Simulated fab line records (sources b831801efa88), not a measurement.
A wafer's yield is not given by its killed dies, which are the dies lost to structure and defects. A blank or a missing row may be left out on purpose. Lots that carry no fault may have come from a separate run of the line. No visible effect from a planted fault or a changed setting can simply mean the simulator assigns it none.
Which tool did it? ; flow gf180mcu ; 24 lots with 72 wafers sampled at 6 steps, on a route of 602 steps

== WHAT EACH GAUGE READ, for each wafer ==
GF_V4_BOW_MEAS_05.
lot;measured;on;V4_BOW (um)
L074;day 23 13:02;film metro-04;131 139 135
L075;day 23 19:08;film metro-03;128 137 129
L076;day 24 05:41;film metro-03;124 138 136
L077;day 24 18:28;film metro-03;135 137 149
L078;day 25 00:37;film metro-04;144 144 142
L079;day 25 09:51;film metro-03;117 131 132
L080;day 25 20:01;film metro-04;134 127 131
L081;day 26 03:56;film metro-04;140 137 137
L082;day 26 12:10;film metro-03;147 134 135
L083;day 27 00:07;film metro-03;137 127 143
L084;day 27 05:32;film metro-04;123 118 134
L085;day 27 07:16;film metro-03;142 142 139
L086;day 27 16:40;film metro-04;156 134 143
L087;day 28 00:53;film metro-03;132 118 132
L088;day 28 10:14;film metro-03;143 143 132
L089;day 28 15:31;film metro-01;125 130 132
L090;day 28 19:44;film metro-03;143 124 129
L091;day 28 23:47;film metro-04;137 143 121
L092;day 29 05:10;film metro-03;128 127 138
L093;day 29 15:52;film metro-04;132 126 127
L094;day 29 22:28;film metro-04;136 121 131
L095;day 30 02:08;film metro-04;148 141 124
L096;day 30 07:05;film metro-03;138 128 140
L097;day 30 15:08;film metro-03;133 117 132

== WHAT TOOL EACH LOT RAN ON (gives the tool, then ch and the chambers of the sampled wafers, and finally the start) ==
lot;GF_V2_CVD_23;GF_M3_SPUTTER_00;GF_V3_SPUTTER_22;GF_M4_SPUTTER_02;GF_M4_SPUTTER_04
L074;cvd w-02 ch 1, day 20 08:59;pvd sputter-03, day 20 09:35;pvd sputter-03, day 22 11:48;pvd sputter-01, day 22 12:34;pvd sputter-01, day 22 12:37
L075;cvd w-02 ch 0,1, day 20 16:07;pvd sputter-04, day 20 16:43;pvd sputter-01, day 22 18:15;pvd sputter-04, day 22 19:01;pvd sputter-04, day 22 19:04
L076;cvd w-01 ch 0,1, day 21 03:32;pvd sputter-02, day 21 04:08;pvd sputter-03, day 23 05:09;pvd sputter-02, day 23 05:55;pvd sputter-02, day 23 05:58
L077;cvd w-01 ch 0,1, day 21 16:15;pvd sputter-02, day 21 16:50;pvd sputter-01, day 23 17:38;pvd sputter-01, day 23 18:23;pvd sputter-01, day 23 18:26
L078;cvd w-02 ch 0, day 21 23:28;pvd sputter-02, day 22 00:04;pvd sputter-02, day 24 00:48;pvd sputter-01, day 24 01:34;pvd sputter-01, day 24 01:37
L079;cvd w-01 ch 0,1, day 22 09:31;pvd sputter-04, day 22 10:07;pvd sputter-03, day 24 09:36;pvd sputter-02, day 24 10:22;pvd sputter-02, day 24 10:25
L080;cvd w-02 ch 0,1, day 22 19:56;pvd sputter-04, day 22 20:32;pvd sputter-01, day 24 20:34;pvd sputter-02, day 24 21:19;pvd sputter-02, day 24 21:22
L081;cvd w-01 ch 0,1, day 23 05:16;pvd sputter-03, day 23 06:05;pvd sputter-01, day 25 04:50;pvd sputter-01, day 25 05:35;pvd sputter-01, day 25 05:38
L082;cvd w-01 ch 1, day 23 14:01;pvd sputter-03, day 23 14:37;pvd sputter-01, day 25 12:41;pvd sputter-04, day 25 13:27;pvd sputter-04, day 25 13:30
L083;cvd w-01 ch 0,1, day 24 02:47;pvd sputter-03, day 24 03:23;pvd sputter-03, day 26 01:20;pvd sputter-01, day 26 02:05;pvd sputter-01, day 26 02:08
L084;cvd w-01 ch 0,1, day 24 09:48;pvd sputter-03, day 24 10:23;pvd sputter-02, day 26 07:00;pvd sputter-02, day 26 07:46;pvd sputter-02, day 26 07:49
L085;cvd w-02 ch 0,1, day 24 11:10;pvd sputter-04, day 24 11:45;pvd sputter-01, day 26 08:22;pvd sputter-04, day 26 09:10;pvd sputter-04, day 26 09:13
L086;cvd w-01 ch 0,1, day 24 20:39;pvd sputter-03, day 24 21:29;pvd sputter-01, day 26 17:55;pvd sputter-01, day 26 18:40;pvd sputter-01, day 26 18:43
L087;cvd w-02 ch 0,1, day 25 05:50;pvd sputter-03, day 25 06:28;pvd sputter-01, day 27 02:50;pvd sputter-02, day 27 03:35;pvd sputter-02, day 27 03:38
L088;cvd w-01 ch 0,1, day 25 14:53;pvd sputter-04, day 25 15:29;pvd sputter-02, day 27 12:27;pvd sputter-01, day 27 13:13;pvd sputter-01, day 27 13:16
L089;cvd w-01 ch 0,1, day 25 21:43;pvd sputter-04, day 25 22:19;pvd sputter-02, day 27 17:50;pvd sputter-01, day 27 18:37;pvd sputter-01, day 27 18:40
L090;cvd w-02 ch 0,1, day 26 02:06;pvd sputter-02, day 26 02:41;pvd sputter-02, day 27 22:15;pvd sputter-04, day 27 23:01;pvd sputter-04, day 27 23:04
L091;cvd w-02 ch 0,1, day 26 06:23;pvd sputter-04, day 26 06:59;pvd sputter-01, day 28 02:11;pvd sputter-04, day 28 02:56;pvd sputter-04, day 28 02:59
L092;cvd w-02 ch 0,1, day 26 12:35;pvd sputter-02, day 26 13:11;pvd sputter-03, day 28 08:10;pvd sputter-04, day 28 08:55;pvd sputter-04, day 28 08:58
L093;cvd w-02 ch 1, day 26 22:52;pvd sputter-03, day 26 23:35;pvd sputter-01, day 28 18:05;pvd sputter-02, day 28 18:50;pvd sputter-02, day 28 18:53
L094;cvd w-01 ch 0,1, day 27 07:07;pvd sputter-02, day 27 07:43;pvd sputter-03, day 29 01:07;pvd sputter-02, day 29 01:53;pvd sputter-02, day 29 01:56
L095;cvd w-02 ch 0,1, day 27 11:55;pvd sputter-04, day 27 12:30;pvd sputter-01, day 29 05:41;pvd sputter-02, day 29 06:33;pvd sputter-02, day 29 06:36
L096;cvd w-02 ch 0,1, day 27 16:04;pvd sputter-04, day 27 16:39;pvd sputter-02, day 29 09:54;pvd sputter-04, day 29 10:40;pvd sputter-04, day 29 10:43
L097;cvd w-01 ch 0,1, day 27 23:59;pvd sputter-04, day 28 00:35;pvd sputter-02, day 29 17:56;pvd sputter-01, day 29 18:43;pvd sputter-01, day 29 18:46
- GF_V2_CVD_23: deposits W, target thk 350 nm, time 104.94 s.
- GF_M3_SPUTTER_00: material Ti, target thk 37.5 nm, time 150 s.
- GF_V3_SPUTTER_22: material TiN, target thk 10 nm, time 40 s.
- GF_M4_SPUTTER_02: material AlCu, target thk 450 nm, time 23.9 s.
- GF_M4_SPUTTER_04: material TiN, target thk 50 nm, time 41.7 s.

== WHAT THE TOOLS THEMSELVES READ (means of the sampled wafers that have a number; where no wafer has one, the mark that the record gives instead) ==
GF_V2_CVD_23.
lot;tool;heater power w (W)
L074;cvd w-02;912
L075;cvd w-02;915
L076;cvd w-01;1008
L077;cvd w-01;1066
L078;cvd w-02;911
L079;cvd w-01;991
L080;cvd w-02;924
L081;cvd w-01;1047
L082;cvd w-01;952
L083;cvd w-01;994
L084;cvd w-01;1048
L085;cvd w-02;926
L086;cvd w-01;997
L087;cvd w-02;927
L088;cvd w-01;1001
L089;cvd w-01;997
L090;cvd w-02;926
L091;cvd w-02;935
L092;cvd w-02;939
L093;cvd w-02;908
L094;cvd w-01;1059
L095;cvd w-02;943
L096;cvd w-02;925
L097;cvd w-01;1001

GF_M3_SPUTTER_00.
lot;tool;throttle valve pct (%)
L074;pvd sputter-03;30.1
L075;pvd sputter-04;28.8
L076;pvd sputter-02;30.7
L077;pvd sputter-02;30.7
L078;pvd sputter-02;31.2
L079;pvd sputter-04;29.8
L080;pvd sputter-04;30.5
L081;pvd sputter-03;29.2
L082;pvd sputter-03;29.3
L083;pvd sputter-03;29.9
L084;pvd sputter-03;29.6
L085;pvd sputter-04;29.9
L086;pvd sputter-03;29.3
L087;pvd sputter-03;29.2
L088;pvd sputter-04;28.9
L089;pvd sputter-04;28.0
L090;pvd sputter-02;30.9
L091;pvd sputter-04;29.0
L092;pvd sputter-02;31.2
L093;pvd sputter-03;29.3
L094;pvd sputter-02;31.4
L095;pvd sputter-04;28.9
L096;pvd sputter-04;29.0
L097;pvd sputter-04;29.9

GF_V3_SPUTTER_22.
lot;tool;throttle valve pct (%)
L074;pvd sputter-03;29.1
L075;pvd sputter-01;29.9
L076;pvd sputter-03;29.7
L077;pvd sputter-01;30.5
L078;pvd sputter-02;30.8
L079;pvd sputter-03;29.7
L080;pvd sputter-01;30.7
L081;pvd sputter-01;29.9
L082;pvd sputter-01;29.9
L083;pvd sputter-03;29.9
L084;pvd sputter-02;30.7
L085;pvd sputter-01;31.1
L086;pvd sputter-01;30.8
L087;pvd sputter-01;30.1
L088;pvd sputter-02;31.6
L089;pvd sputter-02;31.6
L090;pvd sputter-02;31.5
L091;pvd sputter-01;29.7
L092;pvd sputter-03;29.2
L093;pvd sputter-01;30.9
L094;pvd sputter-03;29.7
L095;pvd sputter-01;31.3
L096;pvd sputter-02;30.7
L097;pvd sputter-02;30.5

GF_M4_SPUTTER_02.
lot;tool;throttle valve pct (%)
L074;pvd sputter-01;30.6
L075;pvd sputter-04;30.6
L076;pvd sputter-02;30.8
L077;pvd sputter-01;30.7
L078;pvd sputter-01;30.3
L079;pvd sputter-02;30.2
L080;pvd sputter-02;30.7
L081;pvd sputter-01;30.5
L082;pvd sputter-04;29.7
L083;pvd sputter-01;30.9
L084;pvd sputter-02;31.1
L085;pvd sputter-04;29.3
L086;pvd sputter-01;30.2
L087;pvd sputter-02;31.6
L088;pvd sputter-01;30.4
L089;pvd sputter-01;31.4
L090;pvd sputter-04;29.5
L091;pvd sputter-04;28.8
L092;pvd sputter-04;29.2
L093;pvd sputter-02;30.6
L094;pvd sputter-02;30.9
L095;pvd sputter-02;30.7
L096;pvd sputter-04;30.2
L097;pvd sputter-01;30.8

GF_M4_SPUTTER_04.
lot;tool;throttle valve pct (%)
L074;pvd sputter-01;30.4
L075;pvd sputter-04;30.5
L076;pvd sputter-02;31.0
L077;pvd sputter-01;30.8
L078;pvd sputter-01;30.2
L079;pvd sputter-02;30.2
L080;pvd sputter-02;30.9
L081;pvd sputter-01;30.5
L082;pvd sputter-04;29.8
L083;pvd sputter-01;30.7
L084;pvd sputter-02;31.1
L085;pvd sputter-04;29.4
L086;pvd sputter-01;30.1
L087;pvd sputter-02;31.6
L088;pvd sputter-01;30.6
L089;pvd sputter-01;31.3
L090;pvd sputter-04;29.6
L091;pvd sputter-04;28.9
L092;pvd sputter-04;29.0
L093;pvd sputter-02;30.6
L094;pvd sputter-02;31.1
L095;pvd sputter-02;30.8
L096;pvd sputter-04;30.3
L097;pvd sputter-01;30.5

== THE ANSWER, worked out from the rows above alone ==
Rule: the lots themselves supply what counts as usual. Put in order of their means at a reading, lots are off if they are a third of the lots or fewer, leave a main group of 4 or more, and stand apart from it by a gap of 3 or more times the standard deviation of the main group's means; of several such gaps the widest counts. A main group is skipped when, at the precision printed for the reading in the tables above, its means are all equal. Also off: a lot with no number at a reading for which 4 or more lots have one. The other lots that the step has rows for count as sound. Order of review: gauges by route order, followed by the tools' own readings, for which a lot's mean as printed above is used. At the first step where some lot is off, the reading lying furthest off is the one used; lots without a number count as furthest.
Across all readings shown, no lot is off: no conclusion can be drawn from this.

== WHAT HAD BEEN PUT IN BY THE SIMULATOR ==
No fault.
